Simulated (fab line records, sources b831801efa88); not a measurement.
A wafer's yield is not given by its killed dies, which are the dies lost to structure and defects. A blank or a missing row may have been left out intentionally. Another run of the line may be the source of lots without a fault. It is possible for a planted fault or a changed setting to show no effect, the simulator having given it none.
Split-lot trial + flow gf180mcu + 5 lots, 27 wafers read, on a route of 602 steps

## THE SPLIT
At GF_M3_SPUTTER_03 (material Ti, target thk 10 nm, time 6.7 s), the setting timeS was moved away from the recipe's 6.7 s on 9 of the 27 wafers read, by -24.9% to +55.2%. This setting was run at the recipe's value on the other wafers.

Reading taken at the split's own step.

## THE READING
Ti_of_M3_SPUTTER_03.thkNm (the simulator's own value, which no gauge read), in nm, at GF_M3_SPUTTER_03 (material Ti, target thk 10 nm, time 6.7 s). There is no usual value for it anywhere in the file. Average 9.992 nm, standard deviation 0.13 nm, over the 18 wafers here run with the recipe.

| wafer  | tool, chamber at the split | timeS as run, s | against the recipe | Ti_of_M3_SPUTTER_03.thkNm, nm | against lot-mates on the recipe |
|--------|----------------------------|-----------------|--------------------|-------------------------------|---------------------------------|
| L075.1 | pvdSputter-01, -           | 5.031           | -24.9%             | 7.528                         | -2.475                          |
| L075.2 | pvdSputter-01, -           | 6.7             | recipe             | 10.02                         | -                               |
| L075.3 | pvdSputter-01, -           | 5.031           | -24.9%             | 7.56                          | -2.443                          |
| L075.4 | pvdSputter-01, -           | 6.7             | recipe             | 9.95                          | -                               |
| L075.5 | pvdSputter-01, -           | 5.031           | -24.9%             | 7.62                          | -2.383                          |
| L075.6 | pvdSputter-01, -           | 6.7             | recipe             | 10.04                         | -                               |
| L076.1 | pvdSputter-03, -           | 6.7             | recipe             | 10.05                         | -                               |
| L076.3 | pvdSputter-03, -           | 6.7             | recipe             | 10.05                         | -                               |
| L076.2 | pvdSputter-03, -           | 10.4            | +55.2%             | 15.4                          | +5.357                          |
| L076.4 | pvdSputter-03, -           | 6.7             | recipe             | 10.03                         | -                               |
| L076.5 | pvdSputter-03, -           | 10.4            | +55.2%             | 15.46                         | +5.417                          |
| L076.6 | pvdSputter-03, -           | 10.4            | +55.2%             | 15.41                         | +5.367                          |
| L079.1 | pvdSputter-04, -           | 6.7             | recipe             | 10.04                         | -                               |
| L079.2 | pvdSputter-04, -           | 6.7             | recipe             | 10.1                          | -                               |
| L079.3 | pvdSputter-04, -           | 6.7             | recipe             | 10.08                         | -                               |
| L079.4 | pvdSputter-04, -           | 6.7             | recipe             | 10.17                         | -                               |
| L079.5 | pvdSputter-04, -           | 6.7             | recipe             | 10.09                         | -                               |
| L079.6 | pvdSputter-04, -           | 6.7             | recipe             | 10.06                         | -                               |
| L080.2 | pvdSputter-03, -           | 6.7             | recipe             | 9.71                          | -                               |
| L080.4 | pvdSputter-03, -           | 6.7             | recipe             | 9.786                         | -                               |
| L080.5 | pvdSputter-03, -           | 6.7             | recipe             | 9.706                         | -                               |
| L082.1 | pvdSputter-03, -           | 8.982           | +34.1%             | 13.35                         | +3.357                          |
| L082.2 | pvdSputter-03, -           | 6.7             | recipe             | 9.983                         | -                               |
| L082.3 | pvdSputter-03, -           | 8.982           | +34.1%             | 13.27                         | +3.277                          |
| L082.4 | pvdSputter-03, -           | 8.982           | +34.1%             | 13.5                          | +3.507                          |
| L082.5 | pvdSputter-03, -           | 6.7             | recipe             | 10.03                         | -                               |
| L082.6 | pvdSputter-03, -           | 6.7             | recipe             | 9.965                         | -                               |

FIT RESULTS
A straight line over all 27 wafers: Ti_of_M3_SPUTTER_03.thkNm changes by +0.0983 nm for each +1% of timeS; r = +1.00; the points scatter about the line by 0.11 nm.
The same after taking each lot's own level away (the mean of its wafers on the recipe; 27 wafers): +0.0979 nm for each +1%; r = +1.00; scatter 0.05 nm.
According to that fit, moving timeS by its largest amount changes the reading by 5.4 nm.
Across the lots, their own levels run from 9.7340 to 10.0900 nm, a range of 2.8 times the standard deviation given above.
Hence the lot-to-lot level has little effect on the slope; both slopes agree.
Check: for one of the wafers moved furthest among these (+55.2%), held out of the fit, the line's prediction against its lot-mates is +5.42 nm. It came out at +5.36 nm against them.

## OTHER SPLITS ON THESE WAFERS
Before the reading, these wafers also passed through other splits. Each is held against what the fit with the lots' levels taken away leaves over:
| other split on the same wafers | wafers away from the commonest value | r with Ti_of_M3_SPUTTER_03.thkNm (lot level and that fit taken away) |
|--------------------------------|--------------------------------------|----------------------------------------------------------------------|
| GF_POLY_GATE_ETCH_13 timeS     | 6                                    | -0.10                                                                |
| GF_V1_CVD_02 timeS             | 12                                   | +0.38                                                                |
| GF_V2_DEVELOP_13 developTimeS  | 12                                   | +0.14                                                                |

## FILE'S OWN FIT
Ti_of_M3_SPUTTER_03.thkNm changes by +0.0979 nm for each +1% of timeS, r = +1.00.
